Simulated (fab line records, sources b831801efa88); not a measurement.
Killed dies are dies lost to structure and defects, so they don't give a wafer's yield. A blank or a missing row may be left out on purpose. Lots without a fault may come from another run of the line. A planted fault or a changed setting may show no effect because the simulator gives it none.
A struck lot beside a sound one | flow sky130 | 15 steps out of a route of 708
Sound: wafers L173.3, L173.4, L173.6. Struck: wafers L185.3, L185.5, L185.6. The cause comes at the end.
At each step with rows: each side's tool, then ch and its chambers, then its first start. Under that, the readings that differ: sound wafers | struck wafers | difference of the means | sigmas: that difference in standard deviations of wafers without a fault.
alike: readings whose means differ by less than 2 such deviations, and words and numbers that are the same on both sides. not compared: withheld readings, readings that some wafer has no value for, bounds like >300 that may hide the same value, and numbers for which the record gives no deviation and whose values overlap.
The two part at a step that has a row with sigmas, a row that says differs or no value, or rows on one side only. Numbers that don't overlap but have no deviation are shown without sigmas and don't part them. A reading that every wafer of one side lacks parts them only if that side has two wafers or more.

first, 2 steps without rows for these wafers: SKY_DNWELL_DEVELOP_06 (develop time 60 s); SKY_DNWELL_IMPLANT_07.
SKY_DNWELL_STRIP_08: strips in O2/N2.
  sound on plasma_asher-02 ch 0,1, day 3 16:36; struck on plasma_asher-02 ch 0,1, day 6 08:41
  alike: drypump_motor_current_A, oes_product_au, strip_time_to_endpoint_s
  not compared: rf_hours_counter_h
SKY_DNWELL_TW_MEAS_09:
  sound on film_metro-01, day 3 16:41; struck on film_metro-04, day 6 08:46
  alike: DNWELL_TW
then, 7 steps without rows for these wafers: SKY_PWDE_DEHYDRATE_00 (time 60 s); SKY_PWDE_HMDS_01 (prime time 60 s); SKY_PWDE_COAT_02 (resist thk 3000 nm); SKY_PWDE_SOFTBAKE_03; SKY_PWDE_EXPOSE_04 (exposes mask PWDEM, target cd 840 nm); SKY_PWDE_PEB_05; SKY_PWDE_DEVELOP_06 (develop time 60 s).
SKY_PWDE_OVL_MEAS_07:
  sound on overlay-01, day 4 08:53; struck on overlay-01, day 7 03:20
  alike: PWDE_OVL
SKY_PWDE_IMPLANT_08:
  sound on implanter-03 ch 0, day 4 08:58; struck on implanter-03 ch 0, day 7 03:24
  reading                   | sound                | struck               | difference | sigmas
  beam_energy_keV           | 149.98 150.04 150.00 | 128.01 128.04 128.04 | -21.98     | -99 or more
  model.implant.rp_nm (nm)  | 440.9 440.9 440.9    | 383.7 383.7 383.7    | -57.2      |
  model.implant.drp_nm (nm) | 97.97 97.97 97.97    | 92.22 92.22 92.22    | -5.75      |
SKY_PWDE_STRIP_09: strips in O2/N2.
  sound on plasma_asher-02 ch 0,1, day 4 09:05; struck on plasma_asher-01 ch 0,1, day 7 03:32
  alike: drypump_motor_current_A, oes_product_au, strip_time_to_endpoint_s
  not compared: rf_hours_counter_h
-- the record jumps here: 42 days lie between the struck wafers' starts before and after (it left off in module PWDE and takes up again in module PAD_OPEN, whose first step shown is number 708 of the route) --
SKY_PAD_OPEN_PROBE_99:
  sound on prober-01, day 45 21:16; struck on prober-02, day 49 08:31
  reading                                 | sound                         | struck                        | difference | sigmas
  model.etest.res_p_drift_20v.line_ohm_um | 1.032e+04 1.036e+04 1.032e+04 | 1.687e+04 1.666e+04 1.598e+04 | +6.170e+03 |
  model.etest.res_p_drift_20v.rs_ohm_sq   | 8626 8501 8598                | 1.398e+04 1.392e+04 1.311e+04 | +5.095e+03 |
  alike: killed_at_M0_to_M3, killed_at_M4_up, killed_at_contacts, killed_at_front_end, killed_at_other, killed_dies, killed_open, killed_short

WHERE THEY PART
Only at SKY_PWDE_IMPLANT_08, within this record. Later steps at which nothing parts them and some readings are alike: SKY_PWDE_STRIP_09, SKY_PAD_OPEN_PROBE_99.

WHY: what the simulator had put in
Process parameter drift: implanter-03, from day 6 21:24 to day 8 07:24, at SKY_PWDE_IMPLANT_08. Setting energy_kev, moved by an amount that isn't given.
